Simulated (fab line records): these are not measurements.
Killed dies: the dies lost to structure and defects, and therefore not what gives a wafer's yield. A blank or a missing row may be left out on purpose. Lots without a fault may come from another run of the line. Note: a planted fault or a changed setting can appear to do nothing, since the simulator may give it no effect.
Problem report, 8D (eight disciplines) form, completed by code || flow gf180mcu || the parts of the form that need people (team, actions taken, sign-off) are left out

1. WHAT IS WRONG
STI_CVD_03_THK at GF_STI_THK_MEAS_04 reads a mean of 230.3 nm on 3 wafers of 1 lot; wafers without a fault read 206.6 nm with a standard deviation of 2.1. That puts it +11 standard deviations away from the usual mean.
The first sign was on wafer L960.1 at day 3 05:34, on filmMetro-02. The record holds 33 wafers of 11 lots with a number at this step. Rule for "out", or "out of limits": more than 4 standard deviations from the usual mean. The rest of the wafers with a number are treated as sound.

2. WHAT IT IS; WHAT IT IS NOT
{"question": "which readings at this step", "is": "STI_CVD_03_THK", "is not": "-"}
{"question": "which lots", "is": "L960", "is not": "L952, L953, L954, L955, L957, L966, L968, L973, L974, L975"}
{"question": "which wafers of those lots", "is": "all that have a number", "is not": "-"}
{"question": "read on which gauges", "is": "filmMetro-02", "is not": "filmMetro-01, filmMetro-04"}
{"question": "when", "is": "from day 3 05:34", "is not": "up to then (15 sound wafers); but 15 sound wafers of L966, L968, L973, L974, L975 came after"}

3. SUSPECTS, AND WHAT RULES EACH OUT
Counting: any tool at a process step up to the reading is kept as a suspect provided that every lot that is out went through it and no sound lot did after the first of them.
- ruled out: the gauge at GF_STI_THK_MEAS_04. All the wafers that are out were read on filmMetro-02, but those of them that GF_STI_CVD_03 has rows for are out there too, on other tools.
- lpcvd-01 at GF_STI_CVD_03 (deposits Si3N4 from DCS/NH3, target thk 207.16 nm, time 3551 s): ruled out as a lasting fault. After its first lot that is out, L960 (day 3 03:35), sound lots L974, L975 ran on it.
Left after counting: nothing in the record.

4. THE CAUSE (what the simulator had put in)
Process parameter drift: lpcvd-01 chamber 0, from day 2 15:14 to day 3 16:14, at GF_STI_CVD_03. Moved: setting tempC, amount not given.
The count ruled it out by mistake, since the rule takes a fault to strike every lot its tool runs from the start of the fault on, and this one did not do so.

5. THE CHAIN OF EFFECTS, in route order
Rows list readings where the struck wafers' mean (over those with a number) sits beyond 3 standard deviations from the usual. Scope: only readings with a usual standard deviation given in the record; hours: median across lots of the time from each lot's start at the first step in this table that gives one to its start at this step; sigmas: change in usual standard deviations.
{"hours": 0, "step": "GF_STI_CVD_03", "reading": "spikeTcBottomC", "usual": "790.5 C", "on struck wafers": 796.7, "change": "+6.2", "sigmas": "+3.9"}
{"hours": 0, "step": "GF_STI_CVD_03", "reading": "spikeTcCentreC", "usual": "770.7 C", "on struck wafers": 775.7, "change": "+5.0", "sigmas": "+5.0"}
{"hours": 0, "step": "GF_STI_CVD_03", "reading": "spikeTcLowerC", "usual": "770.0 C", "on struck wafers": 774.6, "change": "+4.6", "sigmas": "+4.2"}
{"hours": 0, "step": "GF_STI_CVD_03", "reading": "spikeTcUpperC", "usual": "769.9 C", "on struck wafers": 776.1, "change": "+6.2", "sigmas": "+4.4"}
{"hours": 0, "step": "GF_STI_CVD_03", "reading": "susceptorTempC", "usual": "769.95 C", "on struck wafers": 774.57, "change": "+4.62", "sigmas": "+16"}
{"hours": 2, "step": "GF_STI_THK_MEAS_04", "reading": "STI_CVD_03_THK", "usual": "206.6 nm", "on struck wafers": 230.3, "change": "+23.7", "sigmas": "+11"}
{"hours": 15, "step": "GF_STI_ETCH_13", "reading": "oesProductAu", "usual": "0.831 a.u.", "on struck wafers": 0.882, "change": "+0.051", "sigmas": "+8.2"}
Here are the process steps it includes:
- GF_STI_CVD_03: deposits Si3N4 from DCS/NH3, target thk 207.16 nm, time 3551 s.
- GF_STI_ETCH_13: etches the open film in CHF3/O2, stops on Si, target depth 282.31 nm, time 112.9 s.
Later measuring or inspecting steps at which every struck wafer that the step has a row for has a number for every such reading, and none has moved that far: GF_STI_THK_MEAS_24.

6. WHAT WOULD HAVE CAUGHT IT SOONER
14 hours passed between the start of the fault at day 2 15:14 and the first reading out of limits at a measuring or inspecting step in this record, taken at day 3 05:34.
The tool's own readings at GF_STI_CVD_03 were out on every struck wafer that the step has a row for (spikeTcCentreC, spikeTcUpperC, susceptorTempC): an alarm limit on them would have fired on the first of those.
